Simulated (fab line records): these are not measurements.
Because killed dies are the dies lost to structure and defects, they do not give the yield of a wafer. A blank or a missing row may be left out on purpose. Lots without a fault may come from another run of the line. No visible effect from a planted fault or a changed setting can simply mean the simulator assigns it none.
fab line records | flow gf180mcu
record: lots: 13 | wafers: 39 | last_day: 34
route steps=602 shown V5@542 TOP_METAL@581 PASSIVATION@587
lots that met no fault: from a run of the same line without faults
start_h: hours from the record's first day to the start of the lot's first wafer shown | wait_h: time in hours since the lot's previous step | " same as the row above | L1.1+2: one row covering several wafers at once | - no value, or no start was given | * or withheld: withheld | < > ~ a bound
route shown NAME@n: a module of which the file shows steps, and the number in the route of the first | usual: mean/standard deviation of fault-free wafers | same: alike in all rows | chamber/n: place in a boat | sites: readings site by site | _std_site: how widely they spread, as a standard deviation | _edge_site: the outer-site mean with the inner-site mean subtracted | radius_mm: for every site, how far away it sits from the centre of the wafer | mask NAME#n: copy n | behind: the tool/chamber that last shaped the wafer | hold: what put the lot on hold/how long, in hours/how the hold closed | device: whichever transistor did not switch (one of n, p or np) | end of line: the tests these same wafers got at the end of their route | a step with no rows: only its recipe | killed: dies that structure and defects cost at the first sort, which is not the same as the wafer's yield | map: a wafer's dies, x killed, . not, _ none there
set.NAME: setting as actually run; set.NAME@STEP: the setting as run at that earlier step | model.NAME: the simulator's own value behind a step, which no gauge read
steps of the route over a sample of lots; a table a step, a row a wafer
services: the hour from which a tool's chamber was out of use, counted from the record's first day as start_h (under 0 if before that day), plus the number of hours and why
== steps ==
step: GF_V5_CVD_02
recipe: material: SiO2 | target_thk_nm: 1450 | precursor: TEOS | temp_c: 400 | time_s: 163.28 | rf_w: 600
usual: heater_power_outer_w: 351/62 | heater_power_w: 617/86
lot.wafer | tool     | chamber | start_h | wait_h | heater_power_outer_w | heater_power_w
L868.2    | pecvd-03 | 0       | 608.95  | 0.0    | 458                  | 741
L868.4    | "        | 1       | "       | "      | 287                  | 561
L868.5    | "        | 0       | "       | "      | 347                  | 582
L869.1    | pecvd-04 | 2       | 614.74  | 0.1    | 290                  | 559
L869.4    | "        | 1       | "       | "      | 425                  | 716
L869.6    | "        | 0       | "       | "      | 267                  | 450
L870.1    | pecvd-04 | 1       | 624.55  | 0.1    | 422                  | 747
L870.3    | "        | 0       | "       | "      | 309                  | 502
L870.6    | "        | 1       | "       | "      | 321                  | 595
L871.2    | pecvd-01 | 2       | 626.48  | 0.0    | 310                  | 598
L871.3    | "        | 1       | "       | "      | 330                  | 566
L871.5    | "        | 1       | "       | "      | 237                  | 451
L880.1    | pecvd-03 | 2       | 695.15  | 0.1    | 397                  | 650
L880.3    | "        | 0       | "       | "      | 415                  | 683
L880.6    | "        | 1       | "       | "      | 378                  | 681
L881.1    | pecvd-03 | 0       | 699.29  | 0.1    | 443                  | 734
L881.5    | "        | 2       | "       | "      | 406                  | 680
L881.6    | "        | 0       | "       | "      | 338                  | 580
L882.1    | pecvd-04 | 0       | 713.73  | 0.1    | 312                  | 501
L882.3    | "        | 1       | "       | "      | 362                  | 654
L882.5    | "        | 1       | "       | "      | 422                  | 723
L884.3    | pecvd-01 | 1       | 727.00  | 0.0    | 310                  | 545
L884.4    | "        | 1       | "       | "      | 239                  | 459
L884.6    | "        | 0       | "       | "      | 425                  | 753
L885.1    | pecvd-03 | 2       | 739.98  | 0.1    | 367                  | 628
L885.4    | "        | 2       | "       | "      | 424                  | 689
L885.6    | "        | 1       | "       | "      | 390                  | 731
L886.4    | pecvd-03 | 0       | 744.85  | 0.1    | 440                  | 713
L886.5    | "        | 1       | "       | "      | 385                  | 713
L886.6    | "        | 2       | "       | "      | 448                  | 699
L889.1    | pecvd-03 | 0       | 752.58  | 0.1    | 444                  | 716
L889.4    | "        | 1       | "       | "      | 363                  | 666
L889.6    | "        | 0       | "       | "      | 341                  | 589
L888.1    | pecvd-01 | 2       | 753.98  | 0.1    | 271                  | 536
L888.4    | "        | 2       | "       | "      | 316                  | 616
L888.5    | "        | 1       | "       | "      | 231                  | 440
L891.2    | pecvd-03 | 1       | 768.33  | 0.0    | 345                  | 654
L891.5    | "        | 1       | "       | "      | 392                  | 686
L891.6    | "        | 0       | "       | "      | 448                  | 717
step: GF_V5_ETCH_17
recipe: chemistry: C4F8/O2/Ar | mask_material: KrF | target: SiO2 | stop_on: TiN | source_w: 1500 | bias_w: 1200 | pressure_mtorr: 40 | c4f8_flow_sccm: withheld | O2_flow_sccm: 6 | Ar_flow_sccm: 300 | time_s: withheld | target_depth_a: 8550
usual: oes_product_au: 0.859/0.0044
lot.wafer | tool        | chamber | start_h | wait_h | oes_product_au
L868.2    | rie_diel-01 | 3       | -       | -      | 0.866
L868.4    | "           | 0       | "       | "      | 0.865
L868.5    | "           | 2       | "       | "      | 0.859
L869.1    | rie_diel-03 | 2       | -       | -      | 0.866
L869.4    | "           | 0       | "       | "      | 0.858
L869.6    | "           | 1       | "       | "      | 0.864
L870.1    | rie_diel-04 | 3       | -       | -      | 0.856
L870.3    | "           | 2       | "       | "      | 0.871
L870.6    | "           | 0       | "       | "      | 0.861
L871.2    | rie_diel-04 | 2       | -       | -      | 0.857
L871.3    | "           | 0       | "       | "      | 0.861
L871.5    | "           | 0       | "       | "      | 0.862
L880.1    | rie_diel-01 | 3       | -       | -      | 0.853
L880.3    | "           | 2       | "       | "      | 0.857
L880.6    | "           | 1       | "       | "      | 0.855
L881.1    | rie_diel-03 | 1       | -       | -      | 0.855
L881.5    | "           | 1       | "       | "      | 0.859
L881.6    | "           | 2       | "       | "      | 0.863
L882.1    | rie_diel-01 | 1       | -       | -      | 0.862
L882.3    | "           | 0       | "       | "      | 0.857
L882.5    | "           | 1       | "       | "      | 0.860
L884.3    | rie_diel-01 | 2       | -       | -      | 0.860
L884.4    | "           | 0       | "       | "      | 0.857
L884.6    | "           | 2       | "       | "      | 0.862
L885.1    | rie_diel-04 | 2       | -       | -      | 0.846
L885.4    | "           | 3       | "       | "      | 0.860
L885.6    | "           | 2       | "       | "      | 0.858
L886.4    | rie_diel-03 | 2       | -       | -      | 0.856
L886.5    | "           | 2       | "       | "      | 0.856
L886.6    | "           | 1       | "       | "      | 0.853
L889.1    | rie_diel-01 | 0       | -       | -      | 0.860
L889.4    | "           | 3       | "       | "      | 0.863
L889.6    | "           | 2       | "       | "      | 0.865
L888.1    | rie_diel-01 | 2       | -       | -      | 0.868
L888.4    | "           | 0       | "       | "      | 0.854
L888.5    | "           | 3       | "       | "      | 0.869
L891.2    | rie_diel-04 | 0       | -       | -      | 0.853
L891.5    | "           | 3       | "       | "      | 0.855
L891.6    | "           | 2       | "       | "      | 0.852
step: GF_TOP_METAL_CD_MEAS_14
recipe: target_cd_nm: 440
usual: cd_nm: 439.3/2.1
lot.wafer | tool      | chamber | start_h | wait_h | cd_nm
L868.2    | cd_sem-02 | -       | 653.55  | 0.1    | 437.8
L868.4    | "         | -       | "       | "      | 439.4
L868.5    | "         | -       | "       | "      | 436.1
L869.1    | cd_sem-01 | -       | 658.28  | 0.1    | 440.5
L869.4    | "         | -       | "       | "      | 440.3
L869.6    | "         | -       | "       | "      | 442.3
L870.1    | cd_sem-02 | -       | 667.48  | 0.1    | 437.3
L870.3    | "         | -       | "       | "      | 437.0
L870.6    | "         | -       | "       | "      | 437.8
L871.2    | cd_sem-01 | -       | 669.48  | 0.1    | 438.7
L871.3    | "         | -       | "       | "      | 439.2
L871.5    | "         | -       | "       | "      | 439.7
L880.1    | cd_sem-01 | -       | 733.03  | 0.1    | 437.9
L880.3    | "         | -       | "       | "      | 442.4
L880.6    | "         | -       | "       | "      | 440.2
L881.1    | cd_sem-01 | -       | 737.43  | 0.1    | 440.0
L881.5    | "         | -       | "       | "      | 440.4
L881.6    | "         | -       | "       | "      | 440.0
L882.1    | cd_sem-01 | -       | 749.78  | 0.1    | 439.3
L882.3    | "         | -       | "       | "      | 439.8
L882.5    | "         | -       | "       | "      | 440.6
L884.3    | cd_sem-02 | -       | 762.79  | 0.1    | 437.7
L884.4    | "         | -       | "       | "      | 437.1
L884.6    | "         | -       | "       | "      | 439.7
L885.1    | cd_sem-02 | -       | 774.76  | 0.1    | 438.3
L885.4    | "         | -       | "       | "      | 436.2
L885.6    | "         | -       | "       | "      | 437.0
L886.4    | cd_sem-01 | -       | 779.54  | 0.1    | 438.2
L886.5    | "         | -       | "       | "      | 441.6
L886.6    | "         | -       | "       | "      | 443.1
L889.1    | cd_sem-02 | -       | 786.83  | 0.1    | 436.0
L889.4    | "         | -       | "       | "      | 436.9
L889.6    | "         | -       | "       | "      | 434.3
L888.1    | cd_sem-01 | -       | 787.91  | 0.1    | 436.5
L888.4    | "         | -       | "       | "      | 437.3
L888.5    | "         | -       | "       | "      | 437.3
L891.2    | cd_sem-01 | -       | 801.12  | 0.1    | 439.4
L891.5    | "         | -       | "       | "      | 439.0
L891.6    | "         | -       | "       | "      | 441.3
step: GF_PASSIVATION_CVD_00
recipe: material: SiO2 | target_thk_nm: 1000 | precursor: TEOS | temp_c: 400 | time_s: 111.95 | rf_w: 600
usual: heater_power_outer_w: 347/61 | heater_power_w: 623/92
lot.wafer | tool     | chamber | start_h | wait_h | heater_power_outer_w | heater_power_w
L868.2    | pecvd-01 | 0       | 654.44  | 0.0    | 396                  | 704
L868.4    | "        | 2       | "       | "      | 236                  | 494
L868.5    | "        | 0       | "       | "      | 447                  | 754
L869.1    | pecvd-04 | 1       | 659.17  | 0.0    | 444                  | 750
L869.4    | "        | 0       | "       | "      | 345                  | 566
L869.6    | "        | 2       | "       | "      | 343                  | 655
L870.1    | pecvd-04 | 1       | 668.37  | 0.0    | -                    | -
L870.3    | "        | 2       | "       | "      | -                    | -
L870.6    | "        | 0       | "       | "      | -                    | -
L871.2    | pecvd-02 | 2       | 670.35  | 0.0    | -                    | -
L871.3    | "        | 0       | "       | "      | -                    | -
L871.5    | "        | 2       | "       | "      | -                    | -
L880.1    | pecvd-04 | 0       | 733.91  | 0.0    | 352                  | 562
L880.3    | "        | 1       | "       | "      | 440                  | 746
L880.6    | "        | 2       | "       | "      | 259                  | 506
L881.1    | pecvd-02 | 1       | 738.33  | 0.0    | 370                  | 652
L881.5    | "        | 0       | "       | "      | 405                  | 665
L881.6    | "        | 1       | "       | "      | 385                  | 676
L882.1    | pecvd-02 | 0       | 750.66  | 0.0    | 370                  | 650
L882.3    | "        | 2       | "       | "      | 419                  | 784
L882.5    | "        | 0       | "       | "      | 413                  | 682
L884.3    | pecvd-02 | 2       | 763.66  | 0.0    | 400                  | 742
L884.4    | "        | 1       | "       | "      | 292                  | 545
L884.6    | "        | 2       | "       | "      | 306                  | 632
L885.1    | pecvd-01 | 0       | 775.75  | 0.0    | 455                  | 761
L885.4    | "        | 1       | "       | "      | 298                  | 531
L885.6    | "        | 2       | "       | "      | 233                  | 486
L886.4    | pecvd-01 | 1       | 780.46  | 0.0    | 242                  | 449
L886.5    | "        | 0       | "       | "      | 447                  | 771
L886.6    | "        | 2       | "       | "      | 294                  | 578
L889.1    | pecvd-02 | 2       | 787.72  | 0.0    | 421                  | 758
L889.4    | "        | 2       | "       | "      | 310                  | 617
L889.6    | "        | 1       | "       | "      | 304                  | 550
L888.1    | pecvd-02 | 1       | 788.79  | 0.0    | 388                  | 644
L888.4    | "        | 1       | "       | "      | 409                  | 674
L888.5    | "        | 2       | "       | "      | 395                  | 741
L891.2    | pecvd-01 | 1       | 802.01  | 0.0    | 238                  | 463
L891.5    | "        | 1       | "       | "      | 288                  | 522
L891.6    | "        | 0       | "       | "      | 339                  | 624
step: GF_PASSIVATION_BOW_MEAS_14
recipe: mode: bow
usual: PASSIVATION_BOW: 136/11
lot.wafer | tool          | chamber | start_h | wait_h | PASSIVATION_BOW[um]
L868.2    | film_metro-02 | -       | 676.55  | 0.0    | 116
L868.4    | "             | -       | "       | "      | 137
L868.5    | "             | -       | "       | "      | 118
L869.1    | film_metro-01 | -       | 680.65  | 0.0    | 149
L869.4    | "             | -       | "       | "      | 151
L869.6    | "             | -       | "       | "      | 158
L870.1    | film_metro-03 | -       | 690.00  | 0.0    | 81
L870.3    | "             | -       | "       | "      | 83
L870.6    | "             | -       | "       | "      | 89
L871.2    | film_metro-03 | -       | 691.45  | 0.0    | 126
L871.3    | "             | -       | "       | "      | 128
L871.5    | "             | -       | "       | "      | 120
L880.1    | film_metro-02 | -       | 752.75  | 0.0    | 142
L880.3    | "             | -       | "       | "      | 141
L880.6    | "             | -       | "       | "      | 145
L881.1    | film_metro-01 | -       | 756.45  | 0.0    | 142
L881.5    | "             | -       | "       | "      | 129
L881.6    | "             | -       | "       | "      | 157
L882.1    | film_metro-01 | -       | 768.88  | 0.0    | 136
L882.3    | "             | -       | "       | "      | 133
L882.5    | "             | -       | "       | "      | 125
L884.3    | film_metro-03 | -       | 782.09  | 0.0    | 143
L884.4    | "             | -       | "       | "      | 145
L884.6    | "             | -       | "       | "      | 135
L885.1    | film_metro-01 | -       | 793.60  | 0.0    | 130
L885.4    | "             | -       | "       | "      | 137
L885.6    | "             | -       | "       | "      | 143
L886.4    | film_metro-02 | -       | 798.36  | 0.1    | 140
L886.5    | "             | -       | "       | "      | 148
L886.6    | "             | -       | "       | "      | 130
L889.1    | film_metro-01 | -       | 805.33  | 0.0    | 122
L889.4    | "             | -       | "       | "      | 134
L889.6    | "             | -       | "       | "      | 134
L888.1    | film_metro-02 | -       | 805.95  | 0.0    | 128
L888.4    | "             | -       | "       | "      | 134
L888.5    | "             | -       | "       | "      | 128
L891.2    | film_metro-02 | -       | 818.85  | 0.0    | 150
L891.5    | "             | -       | "       | "      | 152
L891.6    | "             | -       | "       | "      | 147
== services ==
tool        | chamber | start_h | hours | kind
pecvd-01    | -       | 589.03  | 1.4   | repair
rie_diel-04 | 0       | 590.24  | 18.5  | repair
pecvd-03    | -       | 591.12  | 14.0  | pm
pecvd-02    | 2       | 591.93  | 7.0   | repair
pecvd-02    | -       | 610.52  | 2.9   | repair
rie_diel-03 | 1       | 616.19  | 1.7   | repair
rie_diel-04 | 1       | 637.45  | 11.3  | repair
rie_diel-01 | 0       | 644.11  | 13.1  | repair
rie_diel-01 | 2       | 659.15  | 6.5   | repair
rie_diel-01 | 3       | 663.50  | 6.7   | repair
pecvd-01    | -       | 680.56  | 2.8   | pm
rie_diel-04 | 1       | 688.61  | 13.8  | repair
rie_diel-01 | 2       | 693.98  | 6.4   | repair
pecvd-04    | -       | 696.26  | 2.8   | pm
pecvd-01    | -       | 700.21  | 1.7   | repair
pecvd-01    | -       | 700.51  | 1.6   | repair
pecvd-04    | 0       | 701.41  | 10.5  | repair
pecvd-01    | -       | 707.68  | 5.5   | pm
pecvd-01    | 2       | 740.21  | 1.9   | repair
rie_diel-03 | 0       | 742.43  | 22.8  | repair
rie_diel-03 | 3       | 755.91  | 8.2   | repair
pecvd-03    | -       | 775.10  | 0.7   | repair
pecvd-04    | -       | 785.02  | 28.1  | pm
pecvd-02    | -       | 799.38  | 14.0  | pm
== key ==
first_sign: step: GF_PASSIVATION_CVD_00 | reading: tool_record | direction: missing
effect: step: GF_PASSIVATION_BOW_MEAS_14 | reading: PASSIVATION_BOW | direction: down | sigmas: 2.7 | usual: 136 | struck: 105
met_at GF_PASSIVATION_CVD_00
struck_lots L870,L871
not_acting_at GF_V5_CVD_02,GF_V5_ETCH_17,GF_TOP_METAL_CD_MEAS_14
onset_between 659.17 668.37
fault: kind: skipped_step_whole | tool: pecvd-02,pecvd-04 | chamber: - | onset_h: 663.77 | steps: GF_PASSIVATION_CVD_00 | scope: struck_lots_only
